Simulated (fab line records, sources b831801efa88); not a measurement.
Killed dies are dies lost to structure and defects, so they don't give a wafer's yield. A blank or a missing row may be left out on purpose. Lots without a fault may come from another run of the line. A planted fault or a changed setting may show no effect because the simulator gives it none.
Which tool did it? | flow gf180mcu | 14 lots, 42 wafers sampled, at 3 steps of a route of 602

WHAT THE GAUGES READ, wafer by wafer
GF_CONTACT_CD_MEAS_14: target cd 220 nm. Usual: cd_nm 220.4 nm, standard deviation 1.2.
lot  | measured     | on        | cd_nm (nm)        | flag
L973 | day 15 18:34 | cd_sem-02 | 220.2 219.3 219.7 |
L974 | day 16 00:22 | cd_sem-01 | 220.8 221.3 219.9 |
L979 | day 18 04:17 | cd_sem-02 | 219.5 217.6 219.1 |
L980 | day 18 22:06 | cd_sem-01 | 222.2 220.7 220.8 |
L981 | day 19 04:55 | cd_sem-02 | 220.4 218.8 218.6 |
L982 | day 20 04:16 | cd_sem-02 | 221.1 220.5 219.8 |
L984 | day 20 05:20 | cd_sem-01 | 219.9 219.1 218.7 |
L983 | day 20 11:25 | cd_sem-02 | 221.6 220.9 221.2 |
L986 | day 21 02:43 | cd_sem-02 | 223.7 222.2 223.8 |
L990 | day 22 13:12 | cd_sem-02 | 220.5 220.8 221.3 |
L993 | day 23 09:19 | cd_sem-02 | 219.0 222.2 220.1 |
L994 | day 23 23:34 | cd_sem-02 | 220.0 219.8 221.6 |
L995 | day 24 01:02 | cd_sem-01 | 217.8 218.4 218.5 |
L996 | day 24 11:26 | cd_sem-02 | 220.1 219.9 220.2 |

GF_CONTACT_RS_MEAS_25: measures by four-point-probe. Usual: CONTACT_W_RS 0.383 ohm/sq, standard deviation 0.0046.
lot  | measured     | on            | CONTACT_W_RS (ohm/sq) | flag
L973 | day 15 19:23 | film_metro-01 | 0.378 0.387 0.381     |
L974 | day 16 01:13 | film_metro-02 | 0.383 0.384 0.382     |
L979 | day 18 05:06 | film_metro-03 | 0.379 0.380 0.387     |
L980 | day 18 22:55 | film_metro-03 | 0.379 0.381 0.383     |
L981 | day 19 05:44 | film_metro-03 | 0.381 0.388 0.382     |
L982 | day 20 05:05 | film_metro-03 | 0.392 0.387 0.387     |
L984 | day 20 06:09 | film_metro-01 | 0.384 0.383 0.386     |
L983 | day 20 12:15 | film_metro-03 | 0.390 0.388 0.388     |
L986 | day 21 03:33 | film_metro-03 | 0.391 0.384 0.387     |
L990 | day 22 14:08 | film_metro-01 | 0.376 0.382 0.377     |
L993 | day 23 10:08 | film_metro-02 | 0.383 0.385 0.381     |
L994 | day 24 00:23 | film_metro-03 | 0.383 0.387 0.379     |
L995 | day 24 01:54 | film_metro-02 | 0.376 0.374 0.385     |
L996 | day 24 12:16 | film_metro-03 | 0.385 0.382 0.379     |

WHICH TOOL RAN EACH LOT (tool, then ch and the chambers of the sampled wafers, then the start)
lot  | GF_CONTACT_SPUTTER_23
L973 | pvd_sputter-02, day 15 19:14
L974 | pvd_sputter-02, day 16 01:02
L979 | pvd_sputter-03, day 18 04:55
L980 | pvd_sputter-02, day 18 22:47
L981 | pvd_sputter-02, day 19 05:34
L982 | pvd_sputter-02, day 20 04:55
L984 | pvd_sputter-02, day 20 05:57
L983 | pvd_sputter-02, day 20 12:05
L986 | pvd_sputter-02, day 21 03:23
L990 | pvd_sputter-03, day 22 13:53
L993 | pvd_sputter-01, day 23 09:58
L994 | pvd_sputter-01, day 24 00:14
L995 | pvd_sputter-01, day 24 01:44
L996 | pvd_sputter-02, day 24 12:05
- GF_CONTACT_SPUTTER_23: material TiN, target thk 10 nm, time 40 s.

WHAT THE TOOLS THEMSELVES READ (means of the sampled wafers that have a number; where no wafer has one, the mark that the record gives instead)
GF_CONTACT_SPUTTER_23. Usual: cathode_dc_power_W 4000.0 W, standard deviation 0.64; throttle_valve_pct 30.3 %, standard deviation 1.4.
lot  | tool           | cathode_dc_power_W (W) | throttle_valve_pct (%) | flag
L973 | pvd_sputter-02 | 4000.4                 | 28.6                   |
L974 | pvd_sputter-02 | 3999.7                 | 29.6                   |
L979 | pvd_sputter-03 | 4000.2                 | 30.8                   |
L980 | pvd_sputter-02 | 4000.7                 | 29.6                   |
L981 | pvd_sputter-02 | 4000.0                 | 30.3                   |
L982 | pvd_sputter-02 | 3999.5                 | 28.7                   |
L984 | pvd_sputter-02 | 4000.4                 | 30.9                   |
L983 | pvd_sputter-02 | 3855.0                 | 30.2                   | OFF
L986 | pvd_sputter-02 | 3855.1                 | 29.1                   | OFF
L990 | pvd_sputter-03 | 3999.6                 | 30.2                   |
L993 | pvd_sputter-01 | 4000.1                 | 31.3                   |
L994 | pvd_sputter-01 | 4000.6                 | 31.4                   |
L995 | pvd_sputter-01 | 3999.3                 | 31.4                   |
L996 | pvd_sputter-02 | 4000.4                 | 28.9                   |

THE ANSWER, worked out from the rows above alone
Rule: a lot is off if the mean of its wafers that have a number lies more than 3 standard deviations from the usual mean. A lot without any number at a reading at which 4 lots or more have one is off too. The other lots that the step has rows for count as sound. The gauges are gone through in route order, then the tools' own readings, and for those a lot's mean is taken as printed above. The first step at which some lot is off is used, and at that step the reading that is off furthest; a lot without a number counts as furthest.
Off: L983, L986, at GF_CONTACT_SPUTTER_23 (cathode_dc_power_W).
A tool fits if, at that step or a process step before it, it ran every lot that is off, and no sound lot after the first of them. None of those tried fits.

WHAT THE SIMULATOR HAD PUT IN
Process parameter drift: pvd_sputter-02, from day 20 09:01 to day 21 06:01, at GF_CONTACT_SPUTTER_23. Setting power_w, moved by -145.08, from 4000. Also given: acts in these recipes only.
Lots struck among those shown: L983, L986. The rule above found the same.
